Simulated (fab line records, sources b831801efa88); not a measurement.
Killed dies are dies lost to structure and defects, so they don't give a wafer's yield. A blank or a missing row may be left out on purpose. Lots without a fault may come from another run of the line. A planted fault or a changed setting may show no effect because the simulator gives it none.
fab line records | flow sky130
record lots=6 wafers=18 last_day=49
route steps=708 shown LI_CONTACT@375 LOCAL_INTERCONNECT@387 PAD_OPEN@708
lots that met no fault: from a run of the same line without faults
start_h: hours from the record's first day to the start of the lot's first wafer shown | wait_h: hours since the lot's step before | " the same as in the row above | L1.1+2: a row that stands for several wafers | - no value, or no start given | * or withheld: withheld | < > ~ a bound
route shown NAME@n: a module of which the file shows steps, and the number in the route of the first | usual: mean/standard deviation of fault-free wafers | same: alike in all rows | chamber/n: place in a boat | sites: the reading at each site | _std_site: their standard deviation | _edge_site: outer sites' mean less inner sites' | radius_mm: how far each site lies from the wafer's centre | mask NAME#n: copy n | behind: the tool/chamber that last shaped the wafer | hold: why the lot was held/for how many hours/how that ended | device: the transistor (n, p or np) that didn't switch | end of line: the same wafers' tests at the end of the route | a step without rows: its recipe alone | killed: dies lost to structure and defects at the first sort, not the wafer's yield | map: a wafer's dies, x killed, . not, _ none there
set.NAME: the setting as run; set.NAME@STEP: as run at that earlier step | model.NAME: the simulator's own value behind a step, which no gauge read
lots at some steps of the route; a table a step, a row a wafer
services: from which hour (start_h, from the record's first day; less than 0 if before it) a tool's chamber was out of use, for how many hours, and why
## steps
# step SKY_LI_CONTACT_OVL_MEAS_13
# usual LI_CONTACT_OVL=-2/5.1
# columns lot.wafer tool chamber start_h wait_h LI_CONTACT_OVL[nm]
L856.4 overlay-01 - 687.07 0.1 9
L856.5 " - " " 6
L856.6 " - " " 6
L858.2 overlay-01 - 708.16 0.1 2
L858.4 " - " " -6
L858.5 " - " " -1
L859.1 overlay-01 - 714.20 0.1 -6
L859.2 " - " " -2
L859.3 " - " " -3
L867.1 overlay-02 - 787.13 0.1 -10
L867.2 " - " " 0
L867.4 " - " " 6
L870.1 overlay-01 - 801.33 0.1 0
L870.5 " - " " -6
L870.6 " - " " 8
L871.1 overlay-02 - 804.15 0.1 -1
L871.3 " - " " 6
L871.5 " - " " 0
# step SKY_LI_CONTACT_ETCH_14
# recipe chemistry=N2/H2 target=BARC ion_energy_ev=200 source_w=500 bias_w=100 pressure_mtorr=30 n2_flow_sccm=100 h2_flow_sccm=200 stop_on=SiO2 time_s=45.9 target_depth_a=600
# step SKY_LI_CONTACT_ETCH_15
# recipe target=PSG chemistry=C4F8/O2/Ar stop_on=Si taper_deg=4.15 mask_material=KrF-thick source_w=1500 bias_w=1200 pressure_mtorr=40 c4f8_flow_sccm=withheld O2_flow_sccm=6 Ar_flow_sccm=300 time_s=withheld target_depth_a=6000
# usual oes_product_au=0.837/0.0045
# columns lot.wafer tool chamber start_h wait_h oes_product_au
L856.4 rie_diel-01 2 687.13 0.0 0.841
L856.5 " 3 " " 0.836
L856.6 " 0 " " 0.839
L858.2 rie_diel-01 2 708.23 0.0 0.839
L858.4 " 0 " " 0.839
L858.5 " 2 " " 0.836
L859.1 rie_diel-04 0 714.28 0.0 0.842
L859.2 " 3 " " 0.837
L859.3 " 1 " " 0.834
L867.1 rie_diel-04 2 787.21 0.0 0.835
L867.2 " 0 " " 0.844
L867.4 " 3 " " 0.832
L870.1 rie_diel-01 0 801.41 0.0 0.842
L870.5 " 0 " " 0.835
L870.6 " 3 " " 0.844
L871.1 rie_diel-04 0 804.23 0.0 0.836
L871.3 " 1 " " 0.844
L871.5 " 2 " " 0.836
# step SKY_LI_CONTACT_STRIP_16
# recipe chemistry=O2/N2 power_w=1400 pressure_mtorr=1500 platen_temp_c=withheld o2_flow_sccm=3000 n2_flow_sccm=300 overash_fraction=0.5
# usual drypump_motor_current_A=5.6/0.38 oes_product_au=0.376/0.0046 strip_time_to_endpoint_s=3.50/0.032
# columns lot.wafer tool chamber start_h wait_h drypump_motor_current_A oes_product_au rf_hours_counter_h strip_time_to_endpoint_s
L856.4 plasma_asher-02 1 687.25 - 5.4 0.383 - 3.47
L856.5 " 1 " " 5.4 0.376 - 3.47
L856.6 " 0 " " 6.4 0.372 - 3.46
L858.2 plasma_asher-02 0 708.32 - 6.3 0.379 101 3.57
L858.4 " 1 " " 5.4 0.371 - 3.50
L858.5 " 1 " " 5.4 0.377 - 3.53
L859.1 plasma_asher-03 1 714.37 - 5.4 0.376 28 3.53
L859.2 " 0 " " 5.3 0.376 28 3.48
L859.3 " 1 " " 5.4 0.369 - 3.47
L867.1 plasma_asher-03 0 787.29 - 5.3 0.385 35 3.51
L867.2 " 1 " " 5.4 0.384 35 3.55
L867.4 " 0 " " 5.3 0.386 - 3.48
L870.1 plasma_asher-04 1 801.49 - 5.8 0.376 96 3.47
L870.5 " 1 " " 5.8 0.372 - 3.48
L870.6 " 0 " " 5.4 0.371 - 3.54
L871.1 plasma_asher-04 0 804.32 - 5.4 0.365 96 3.52
L871.3 " 0 " " 5.4 0.365 - 3.49
L871.5 " 1 " " 5.8 0.375 - 3.49
# step SKY_LI_CONTACT_CLEAN_17
# recipe chemistry=NMP time_s=600 temp_c=60 dry=n2_spin
# step SKY_LI_CONTACT_PRE_CLEAN_18
# recipe gas=Ar time_s=5.6 bias_v=358
# step SKY_LI_CONTACT_SPUTTER_19
# recipe material=Ti target_thk_nm=20 chamber_pressure_pa=5 power_w=2500 substrate_temp_c=200 time_s=106.37
# usual cathode_dc_power_W=2500.1/0.42 chamber_pressure_pa=4.998/0.01 throttle_valve_pct=29.9/0.66
# columns lot.wafer tool chamber start_h wait_h cathode_dc_power_W chamber_pressure_pa throttle_valve_pct
L856.4 pvd_sputter-02 - 687.51 0.0 2499.6 5.007 30.4
L856.5 " - " " 2500.4 4.994 29.7
L856.6 " - " " 2499.9 5.000 30.9
L858.2 pvd_sputter-01 - 708.61 0.0 2499.5 5.001 30.3
L858.4 " - " " 2499.3 5.007 30.7
L858.5 " - " " 2500.0 5.005 30.5
L859.1 pvd_sputter-01 - 714.66 0.0 2500.0 4.995 30.3
L859.2 " - " " 2500.5 4.993 29.4
L859.3 " - " " 2499.7 4.990 30.7
L867.1 pvd_sputter-04 - 787.59 0.0 2499.7 5.010 28.4
L867.2 " - " " 2500.4 5.012 29.8
L867.4 " - " " 2499.8 4.996 29.8
L870.1 pvd_sputter-02 - 801.79 0.0 2500.3 4.990 29.9
L870.5 " - " " 2500.4 4.982 30.7
L870.6 " - " " 2500.2 4.993 28.9
L871.1 pvd_sputter-04 - 804.61 0.0 2500.8 4.986 29.8
L871.3 " - " " 2500.3 5.002 28.4
L871.5 " - " " 2499.9 5.005 29.9
# step SKY_LI_CONTACT_SPUTTER_20
# recipe material=TiN target_thk_nm=20 chamber_pressure_pa=5 power_w=4000 time_s=80
# step SKY_LI_CONTACT_CVD_21
# recipe material=W target_thk_nm=400 time_s=120.56 temp_c=400 pressure_torr=40
# usual heater_power_w=825/52
# columns lot.wafer tool chamber start_h wait_h heater_power_w
L856.4 cvd_w-02 1 687.69 0.1 748
L856.5 " 0 " " 787
L856.6 " 1 " " 740
L858.2 cvd_w-01 1 708.75 0.0 896
L858.4 " 1 " " 897
L858.5 " 1 " " 889
L859.1 cvd_w-01 1 714.80 0.0 891
L859.2 " 0 " " 798
L859.3 " 0 " " 828
L867.1 cvd_w-01 1 787.73 0.0 905
L867.2 " 0 " " 809
L867.4 " 0 " " 806
L870.1 cvd_w-01 1 801.93 0.0 901
L870.5 " 1 " " 881
L870.6 " 0 " " 816
L871.1 cvd_w-01 1 804.75 0.0 890
L871.3 " 1 " " 896
L871.5 " 0 " " 806
# step SKY_LI_CONTACT_RS_MEAS_22
# recipe thk_meas_gauge=four-point-probe reads=W_of_LI_CONTACT_CVD_21+TiN_of_LI_CONTACT_SPUTTER_20+Ti_of_LI_CONTACT_SPUTTER_19
# usual LI_CONTACT_W_RS=0.283/0.0063
# columns lot.wafer tool chamber start_h wait_h LI_CONTACT_W_RS[ohm/sq]
L856.4 film_metro-02 - 687.83 0.1 0.285
L856.5 " - " " 0.285
L856.6 " - " " 0.286
L858.2 film_metro-02 - 708.89 0.1 0.277
L858.4 " - " " 0.275
L858.5 " - " " 0.279
L859.1 film_metro-01 - 714.92 0.1 0.275
L859.2 " - " " 0.287
L859.3 " - " " 0.282
L867.1 film_metro-01 - 787.85 0.1 0.276
L867.2 " - " " 0.290
L867.4 " - " " 0.288
L870.1 film_metro-04 - 802.05 0.1 0.275
L870.5 " - " " 0.271
L870.6 " - " " 0.287
L871.1 film_metro-04 - 804.87 0.1 0.276
L871.3 " - " " 0.276
L871.5 " - " " 0.288
# step SKY_LI_CONTACT_THK_MEAS_23
# recipe thk_meas_gauge=xrf reads=W_of_LI_CONTACT_CVD_21
# usual LI_CONTACT_W_THK=411/12
# columns lot.wafer tool chamber start_h wait_h LI_CONTACT_W_THK[nm]
L856.4 film_metro-02 - 687.92 0.1 411
L856.5 " - " " 410
L856.6 " - " " 407
L858.2 film_metro-02 - 709.00 0.1 415
L858.4 " - " " 421
L858.5 " - " " 416
L859.1 film_metro-01 - 715.04 0.1 421
L859.2 " - " " 406
L859.3 " - " " 415
L867.1 film_metro-01 - 787.97 0.1 423
L867.2 " - " " 403
L867.4 " - " " 410
L870.1 film_metro-04 - 802.17 0.1 429
L870.5 " - " " 436
L870.6 " - " " 409
L871.1 film_metro-04 - 804.99 0.1 424
L871.3 " - " " 426
L871.5 " - " " 407
# step SKY_LI_CONTACT_CMP_24
# recipe stop_on=PSG t_overpolish_s=20 down_force_psi=3.5 platen_rpm=60 target_thk_nm=0 pad_velocity_m_s=0.94248
# step SKY_LOCAL_INTERCONNECT_SPUTTER_00
# recipe material=TiN target_thk_nm=100 temp_c=300 power_w=6500 time_s=83.3 chamber_pressure_pa=0.4
# usual cathode_dc_power_W=6499.9/1.2 chamber_pressure_pa=0.4000/0.00091 throttle_valve_pct=30.3/0.68
# columns lot.wafer tool chamber start_h wait_h cathode_dc_power_W chamber_pressure_pa throttle_valve_pct
L856.4 pvd_sputter-03 - 688.25 0.1 6500.6 0.3992 30.8
L856.5 " - " " 6500.3 0.3991 30.6
L856.6 " - " " 6499.0 0.3999 29.5
L858.2 pvd_sputter-03 - 709.35 0.2 6497.3 0.4001 31.8
L858.4 " - " " 6498.9 0.4001 30.5
L858.5 " - " " 6501.6 0.4015 30.4
L859.1 pvd_sputter-01 - 715.40 0.1 6500.4 0.3995 30.3
L859.2 " - " " 6500.3 0.4014 30.5
L859.3 " - " " 6501.0 0.4008 29.6
L867.1 pvd_sputter-02 - 788.33 0.2 6501.2 0.4003 29.8
L867.2 " - " " 6498.4 0.3997 29.2
L867.4 " - " " 6500.8 0.4017 30.3
L870.1 pvd_sputter-01 - 802.53 0.1 - - -
L870.5 " - " " - - -
L870.6 " - " " - - -
L871.1 pvd_sputter-01 - 805.35 0.2 - - -
L871.3 " - " " - - -
L871.5 " - " " - - -
# step SKY_LOCAL_INTERCONNECT_RS_MEAS_01
# recipe thk_meas_gauge=four-point-probe reads=TiN_of_LOCAL_INTERCONNECT_SPUTTER_00
# usual LOCAL_INTERCONNECT_TIN_RS=14.16/0.14
# columns lot.wafer tool chamber start_h wait_h LOCAL_INTERCONNECT_TIN_RS[ohm/sq]
L856.4 film_metro-03 - 688.38 0.1 14.25
L856.5 " - " " 14.32
L856.6 " - " " 14.26
L858.2 film_metro-03 - 709.44 0.1 13.99
L858.4 " - " " 13.92
L858.5 " - " " 14.05
L859.1 film_metro-01 - 715.47 0.0 14.63
L859.2 " - " " 14.50
L859.3 " - " " 14.46
L867.1 film_metro-02 - 788.39 0.0 14.43
L867.2 " - " " 14.41
L867.4 " - " " 14.34
L870.1 film_metro-03 - 802.59 0.0 -
L870.5 " - " " -
L870.6 " - " " -
L871.1 film_metro-03 - 805.42 0.0 -
L871.3 " - " " -
L871.5 " - " " -
# step SKY_LOCAL_INTERCONNECT_THK_MEAS_02
# recipe thk_meas_gauge=xrf reads=TiN_of_LOCAL_INTERCONNECT_SPUTTER_00
# usual LOCAL_INTERCONNECT_TIN_THK=102.9/1
# columns lot.wafer tool chamber start_h wait_h LOCAL_INTERCONNECT_TIN_THK[nm]
L856.4 film_metro-03 - 688.47 0.1 102.8
L856.5 " - " " 102.5
L856.6 " - " " 102.7
L858.2 film_metro-03 - 709.55 0.1 104.3
L858.4 " - " " 104.5
L858.5 " - " " 103.7
L859.1 film_metro-01 - 715.59 0.1 99.9
L859.2 " - " " 101.1
L859.3 " - " " 101.3
L867.1 film_metro-02 - 788.51 0.1 100.7
L867.2 " - " " 100.6
L867.4 " - " " 101.8
L870.1 film_metro-03 - 802.71 0.1 <0.0
L870.5 " - " " <0.0
L870.6 " - " " <0.0
L871.1 film_metro-03 - 805.54 0.1 <0.0
L871.3 " - " " <0.0
L871.5 " - " " <0.0
# step SKY_LOCAL_INTERCONNECT_DEHYDRATE_03
# recipe temp_c=200 time_s=60
# step SKY_LOCAL_INTERCONNECT_HMDS_04
# recipe prime_time_s=60 prime_temp_c=120
# step SKY_LOCAL_INTERCONNECT_COAT_05
# recipe resist=BARC temp_c=withheld time_s=withheld spin_rpm=3000 resist_thk_nm=60
# step SKY_LOCAL_INTERCONNECT_COAT_06
# recipe resist=KrF-thick spin_rpm=3000 resist_thk_nm=450
# step SKY_LOCAL_INTERCONNECT_SOFTBAKE_07
# recipe temp_c=100 time_s=90 resist=KrF-thick
# step SKY_LOCAL_INTERCONNECT_EXPOSE_08
# recipe mask_id=LI1M na=0.8 source_shape=annular sigma_inner=0.55 sigma_outer=0.85 target_cd_nm=170 dose_mj=28
# step SKY_LOCAL_INTERCONNECT_PEB_09
# recipe peb_temp_c=withheld peb_time_s=withheld resist=KrF-thick
# step SKY_LOCAL_INTERCONNECT_DEVELOP_10
# recipe develop_time_s=60 resist=KrF-thick dev_temp_c=21
# step SKY_LOCAL_INTERCONNECT_CD_MEAS_11
# recipe target_cd_nm=170
# usual cd_nm=169.8/1.7
# columns lot.wafer tool chamber start_h wait_h cd_nm
L856.4 cd_sem-02 - 715.89 - 169.8
L856.5 " - " " 169.7
L856.6 " - " " 169.4
L858.2 cd_sem-01 - 736.15 - 171.3
L858.4 " - " " 170.5
L858.5 " - " " 170.8
L859.1 cd_sem-01 - 742.83 - 169.1
L859.2 " - " " 165.1
L859.3 " - " " 166.8
L867.1 cd_sem-01 - 814.68 - 170.1
L867.2 " - " " 168.4
L867.4 " - " " 169.6
L870.1 cd_sem-02 - 829.11 - 171.0
L870.5 " - " " 171.4
L870.6 " - " " 171.7
L871.1 cd_sem-02 - 832.11 - 168.6
L871.3 " - " " 167.6
L871.5 " - " " 167.3
# step SKY_LOCAL_INTERCONNECT_OVL_MEAS_12
# usual LOCAL_INTERCONNECT_OVL=-3/5.7
# columns lot.wafer tool chamber start_h wait_h LOCAL_INTERCONNECT_OVL[nm]
L856.4 overlay-02 - 715.97 0.1 -15
L856.5 " - " " -11
L856.6 " - " " -8
L858.2 overlay-01 - 736.26 0.1 3
L858.4 " - " " 0
L858.5 " - " " -2
L859.1 overlay-02 - 742.95 0.1 -6
L859.2 " - " " 2
L859.3 " - " " 1
L867.1 overlay-02 - 814.80 0.1 -6
L867.2 " - " " 0
L867.4 " - " " 0
L870.1 overlay-02 - 829.23 0.1 1
L870.5 " - " " -1
L870.6 " - " " 4
L871.1 overlay-02 - 832.23 0.1 -1
L871.3 " - " " -8
L871.5 " - " " -6
# step SKY_LOCAL_INTERCONNECT_ETCH_13
# recipe chemistry=N2/H2 target=BARC ion_energy_ev=200 bias_w=100 pressure_mtorr=30 n2_flow_sccm=100 h2_flow_sccm=200 icp_w=500 stop_on=SiO2 time_s=45.9 target_depth_a=600
# usual drypump_motor_current_A=5.3/0.39 oes_product_au=0.855/0.0049 throttle_valve_pct=13.225/0.0089
# columns lot.wafer tool chamber start_h wait_h drypump_motor_current_A oes_product_au rf_hours_counter_h throttle_valve_pct
L856.4 rie_metal-04 1 716.05 0.1 5.1 0.855 - 13.244
L856.5 " 1 " " 5.2 0.850 - 13.225
L856.6 " 1 " " 5.2 0.848 - 13.236
L858.2 rie_metal-04 1 736.31 0.0 5.1 0.859 - 13.222
L858.4 " 1 " " 5.1 0.846 - 13.213
L858.5 " 1 " " 5.2 0.859 - 13.234
L859.1 rie_metal-04 0 742.99 0.0 5.1 0.850 0.4 13.229
L859.2 " 1 " " 5.1 0.860 2.3 13.226
L859.3 " 1 " " 5.2 0.860 - 13.212
L867.1 rie_metal-04 0 814.84 0.0 5.1 0.857 2.3 13.218
L867.2 " 1 " " 5.1 0.850 4.3 13.205
L867.4 " 0 " " 5.1 0.845 - 13.221
L870.1 rie_metal-03 1 829.27 0.0 5.2 0.859 1.1 13.222
L870.5 " 1 " " 5.1 0.858 - 13.229
L870.6 " 1 " " 5.2 0.857 - 13.215
L871.1 rie_metal-04 1 832.27 0.0 5.2 0.853 4.8 13.241
L871.3 " 0 " " 5.1 0.850 - 13.237
L871.5 " 1 " " 5.2 0.849 - 13.237
# step SKY_LOCAL_INTERCONNECT_METAL_ETCH_14
# recipe target_depth_nm=110 stop_on=PSG chemistry=Cl2/BCl3 target=TiN resist_sidewall_deg=88 pressure_mtorr=10 icp_w=900 bias_w=48.5 Cl2_flow_sccm=60 bcl3_flow_sccm=30 time_s=31.4
# usual drypump_motor_current_A=5.3/0.39 oes_product_au=0.942/0.0072 throttle_valve_pct=21.901/0.0095
# columns lot.wafer tool chamber start_h wait_h drypump_motor_current_A oes_product_au rf_hours_counter_h throttle_valve_pct
L856.4 rie_metal-04 1 716.17 0.1 5.1 0.933 - 21.899
L856.5 " 1 " " 5.1 0.930 - 21.902
L856.6 " 1 " " 5.1 0.930 - 21.908
L858.2 rie_metal-04 1 736.43 0.1 5.2 0.956 - 21.901
L858.4 " 1 " " 5.2 0.942 - 21.894
L858.5 " 1 " " 5.1 0.945 - 21.886
L859.1 rie_metal-04 0 743.05 0.0 5.1 0.924 0.4 21.925
L859.2 " 1 " " 5.1 0.925 2.4 21.916
L859.3 " 1 " " 5.1 0.928 - 21.912
L867.1 rie_metal-04 0 814.90 0.0 5.1 0.930 2.3 21.908
L867.2 " 1 " " 5.2 0.937 4.3 21.907
L867.4 " 0 " " 5.1 0.935 - 21.898
L870.1 rie_metal-03 1 829.40 0.1 5.2 0.488 1.2 22.205
L870.5 " 1 " " 5.2 0.488 - 22.197
L870.6 " 1 " " 5.2 0.486 - 22.193
L871.1 rie_metal-04 1 832.33 0.0 5.1 0.486 4.8 22.193
L871.3 " 0 " " 5.1 0.479 - 22.186
L871.5 " 1 " " 5.1 0.488 - 22.187
# step SKY_LOCAL_INTERCONNECT_STRIP_15
# recipe chemistry=O2/N2 power_w=1400 pressure_mtorr=1500 platen_temp_c=withheld o2_flow_sccm=3000 n2_flow_sccm=300 overash_fraction=0.5
# step SKY_PAD_OPEN_PROBE_99
# usual killed_at_M0_to_M3=43/7.4 killed_at_M4_up=3.3/2 killed_at_contacts=24/5.4 killed_at_front_end=16/4.2 killed_at_other=0.3/0.61 killed_dies=87/9.4 killed_on_rim=17/3.8 killed_open=47/7.3 killed_short=40/6.7
# same gross_dies=492 killed_at_back_side=0
# columns lot.wafer tool chamber start_h wait_h killed_at_M0_to_M3 killed_at_M4_up killed_at_contacts killed_at_front_end killed_at_other killed_dies killed_on_rim killed_open killed_short
L859.1 prober-01 - 1104.13 0.1 50 5 16 11 0 82 20 45 37
L859.2 prober-01 - 1104.18 0.1 38 6 15 18 0 77 16 43 34
L859.3 prober-01 - 1104.23 0.2 32 4 40 18 0 94 22 54 40
L867.1 prober-01 - 1156.84 0.1 48 2 24 12 0 86 15 49 35
L867.2 prober-01 - 1156.89 0.1 39 4 20 13 0 76 11 37 38
L867.4 prober-01 - 1156.99 0.2 49 7 26 23 2 107 22 63 41
L870.1 prober-02 - 1167.03 0.1 9 0 478 4 1 492 96 7 8
L870.5 prober-02 - 1167.23 0.2 7 4 475 6 0 492 96 8 13
L870.6 prober-02 - 1167.28 0.2 7 1 477 6 1 492 96 9 6
L871.1 prober-02 - 1169.14 0.1 6 1 482 3 0 492 96 7 5
L871.3 prober-02 - 1169.24 0.2 11 1 474 6 0 492 96 11 6
L871.5 prober-02 - 1169.34 0.2 10 2 477 3 0 492 96 8 8
# killed by level:class
L859.1 VIA1:geometric_particle:open=10 METAL1:geometric_particle:short=7 CONTACT:geometric_particle:open=7 VIA2:geometric_particle:open=7 VIA1:geometric_particle:short=6 POLY_GATE:geometric_particle:open=4 LI_CONTACT:geometric_particle:open=4 VIA3:geometric_particle:open=4
L859.2 VIA2:geometric_particle:open=9 VIA1:geometric_particle:open=8 FIELD_ISO:geometric_particle:open=6 POLY_GATE:geometric_particle:short=6 METAL1:geometric_particle:short=6 CONTACT:geometric_particle:open=5 VIA2:geometric_particle:short=5 FIELD_ISO:geometric_particle:short=4
L859.3 CONTACT:geometric_particle:open=19 VIA1:geometric_particle:open=12 CONTACT:geometric_particle:short=9 FIELD_ISO:geometric_particle:short=7 POLY_GATE:geometric_particle:open=5 LI_CONTACT:geometric_particle:open=5 METAL1:geometric_particle:short=5 LI_CONTACT:geometric_particle:short=4
L867.1 LI_CONTACT:geometric_particle:open=10 CONTACT:geometric_particle:open=10 VIA3:geometric_particle:open=9 VIA3:geometric_particle:short=7 METAL1:geometric_particle:short=7 VIA1:geometric_particle:open=6 VIA2:geometric_particle:open=5 FIELD_ISO:geometric_particle:open=4
L867.2 CONTACT:geometric_particle:open=7 METAL1:geometric_particle:short=6 POLY_GATE:geometric_particle:open=5 LI_CONTACT:geometric_particle:open=5 VIA1:geometric_particle:open=5 VIA2:geometric_particle:open=5 VIA3:geometric_particle:open=5 METAL4:geometric_particle:short=4
L867.4 LI_CONTACT:geometric_particle:open=11 VIA1:geometric_particle:open=11 VIA3:geometric_particle:open=9 CONTACT:geometric_particle:open=8 FIELD_ISO:geometric_particle:open=7 POLY_GATE:geometric_particle:open=6 METAL1:geometric_particle:short=5 VIA2:geometric_particle:open=5
L870.1 LOCAL_INTERCONNECT:lost_pattern=475 VIA1:geometric_particle:open=3 FIELD_ISO:geometric_particle:short=1 POLY_GATE:geometric_particle:short=1 POLY_GATE:geometric_particle:open=1 SPACER:geometric_particle:short=1 LI_CONTACT:geometric_particle:short=1 METAL3:geometric_particle:short=1
L870.5 LOCAL_INTERCONNECT:lost_pattern=469 FIELD_ISO:geometric_particle:open=2 FIELD_ISO:geometric_particle:short=2 SPACER:geometric_particle:short=2 CONTACT:geometric_particle:open=2 CONTACT:geometric_particle:short=2 METAL1:geometric_particle:short=2 LOCAL_INTERCONNECT:geometric_particle:short=1
L870.6 LOCAL_INTERCONNECT:lost_pattern=474 FIELD_ISO:geometric_particle:short=2 CONTACT:geometric_particle:short=2 FIELD_ISO:geometric_particle:open=1 GATE_OXIDE:geometric_particle:open=1 POLY_GATE:geometric_particle:open=1 POLY_CUT:geometric_particle:open=1 CONTACT:geometric_particle:open=1
L871.1 LOCAL_INTERCONNECT:lost_pattern=477 LOCAL_INTERCONNECT:geometric_particle:short=2 CONTACT:geometric_particle:open=2 VIA1:geometric_particle:open=2 FIELD_ISO:geometric_particle:open=1 POLY_GATE:geometric_particle:short=1 METAL2:geometric_particle:short=1 VIA2:geometric_particle:open=1
L871.3 LOCAL_INTERCONNECT:lost_pattern=471 VIA1:geometric_particle:open=4 FIELD_ISO:geometric_particle:short=2 POLY_GATE:geometric_particle:open=2 CONTACT:geometric_particle:short=2 VIA3:geometric_particle:open=2 METAL2:area_expose=2 POLY_GATE:geometric_particle:short=1
L871.5 LOCAL_INTERCONNECT:lost_pattern=474 VIA1:geometric_particle:open=3 CONTACT:geometric_particle:short=2 METAL1:geometric_particle:short=2 VIA2:geometric_particle:open=2 FIELD_ISO:geometric_particle:short=1 SONOS_ONO:geometric_particle:short=1 POLY_GATE:geometric_particle:short=1
# map L870.1 (x killed, . not)
__________xxxxxxxxxx_________
________xxxxxxxxxxxxxx_______
______xxxxxxxxxxxxxxxxxx_____
_____xxxxxxxxxxxxxxxxxxxx____
____xxxxxxxxxxxxxxxxxxxxxx___
___xxxxxxxxxxxxxxxxxxxxxxxx__
__xxxxxxxxxxxxxxxxxxxxxxxxxx_
_xxxxxxxxxxxxxxxxxxxxxxxxxxxx
_xxxxxxxxxxxxxxxxxxxxxxxxxxxx
_xxxxxxxxxxxxxxxxxxxxxxxxxxxx
_xxxxxxxxxxxxxxxxxxxxxxxxxxxx
_xxxxxxxxxxxxxxxxxxxxxxxxxxxx
_xxxxxxxxxxxxxxxxxxxxxxxxxxxx
_xxxxxxxxxxxxxxxxxxxxxxxxxxxx
_xxxxxxxxxxxxxxxxxxxxxxxxxxxx
__xxxxxxxxxxxxxxxxxxxxxxxxxx_
___xxxxxxxxxxxxxxxxxxxxxxxx__
____xxxxxxxxxxxxxxxxxxxxxx___
_____xxxxxxxxxxxxxxxxxxxx____
______xxxxxxxxxxxxxxxxxx_____
________xxxxxxxxxxxxxx_______
__________xxxxxxxxxx_________
# map L871.1 (x killed, . not)
__________xxxxxxxxxx_________
________xxxxxxxxxxxxxx_______
______xxxxxxxxxxxxxxxxxx_____
_____xxxxxxxxxxxxxxxxxxxx____
____xxxxxxxxxxxxxxxxxxxxxx___
___xxxxxxxxxxxxxxxxxxxxxxxx__
__xxxxxxxxxxxxxxxxxxxxxxxxxx_
_xxxxxxxxxxxxxxxxxxxxxxxxxxxx
_xxxxxxxxxxxxxxxxxxxxxxxxxxxx
_xxxxxxxxxxxxxxxxxxxxxxxxxxxx
_xxxxxxxxxxxxxxxxxxxxxxxxxxxx
_xxxxxxxxxxxxxxxxxxxxxxxxxxxx
_xxxxxxxxxxxxxxxxxxxxxxxxxxxx
_xxxxxxxxxxxxxxxxxxxxxxxxxxxx
_xxxxxxxxxxxxxxxxxxxxxxxxxxxx
__xxxxxxxxxxxxxxxxxxxxxxxxxx_
___xxxxxxxxxxxxxxxxxxxxxxxx__
____xxxxxxxxxxxxxxxxxxxxxx___
_____xxxxxxxxxxxxxxxxxxxx____
______xxxxxxxxxxxxxxxxxx_____
________xxxxxxxxxxxxxx_______
__________xxxxxxxxxx_________
## services
# columns tool chamber start_h hours kind
rie_diel-04 1 667.47 7.7 repair
plasma_asher-04 - 669.09 1.5 repair
pvd_sputter-03 - 670.86 1.8 repair
rie_diel-01 - 676.23 2.8 pm
rie_metal-04 - 676.44 14.6 pm
rie_diel-04 0 695.99 4.1 repair
rie_metal-04 0 714.24 - clean
plasma_asher-03 - 719.11 4.5 repair
plasma_asher-02 - 733.75 9.0 pm
rie_diel-01 0 738.58 8.0 repair
rie_diel-04 1 753.17 22.8 repair
cvd_w-01 - 756.63 1.5 repair
rie_diel-04 3 759.73 2.7 repair
rie_metal-03 - 763.90 0.3 repair
cvd_w-02 - 768.74 0.3 repair
rie_metal-04 - 770.84 1.5 repair
pvd_sputter-01 - 773.00 3.9 repair
rie_diel-04 - 779.22 5.6 repair
plasma_asher-04 - 779.48 10.0 repair
cvd_w-01 1 783.98 1.3 repair
cvd_w-02 1 791.01 1.5 repair
plasma_asher-04 - 826.84 14.6 pm
cvd_w-02 1 830.36 3.3 repair
rie_metal-03 - 830.95 2.8 pm
## key
first_sign step=SKY_LOCAL_INTERCONNECT_SPUTTER_00 reading=tool_record direction=missing
effect step=SKY_LOCAL_INTERCONNECT_RS_MEAS_01 reading=LOCAL_INTERCONNECT_TIN_RS direction=missing
effect step=SKY_LOCAL_INTERCONNECT_THK_MEAS_02 reading=LOCAL_INTERCONNECT_TIN_THK direction=down sigmas=98 usual=102.9 struck=<0.0
effect step=SKY_LOCAL_INTERCONNECT_METAL_ETCH_14 reading=oes_product_au direction=down sigmas=63 usual=0.942 struck=0.486
effect step=SKY_PAD_OPEN_PROBE_99 reading=killed_at_contacts direction=up sigmas=84 usual=24 struck=477
met_at SKY_LOCAL_INTERCONNECT_SPUTTER_00
struck_wafers L870.1,L870.5,L870.6,L871.1,L871.3,L871.5
later_rows_left_out L870.1,L870.5,L870.6,L871.1,L871.3,L871.5
tester_left_out L870,L871
onset_between 715.40 802.53
fault kind=skipped_step_whole tool=pvd_sputter-01 chamber=- onset_h=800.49 steps=SKY_LOCAL_INTERCONNECT_SPUTTER_00 scope=struck_lots_only
# tester_left_out: of these lots the tester's yield and bins aren't shown, on N5 and GAA mostly nor the transistor test; their killed dies are dies lost to structure and defects alone, not to doping, threshold or leakage, so they don't give the yield
# later_rows_left_out: the simulator's readings of these wafers behind a module that went badly wrong aren't trusted and aren't shown, but for the sort
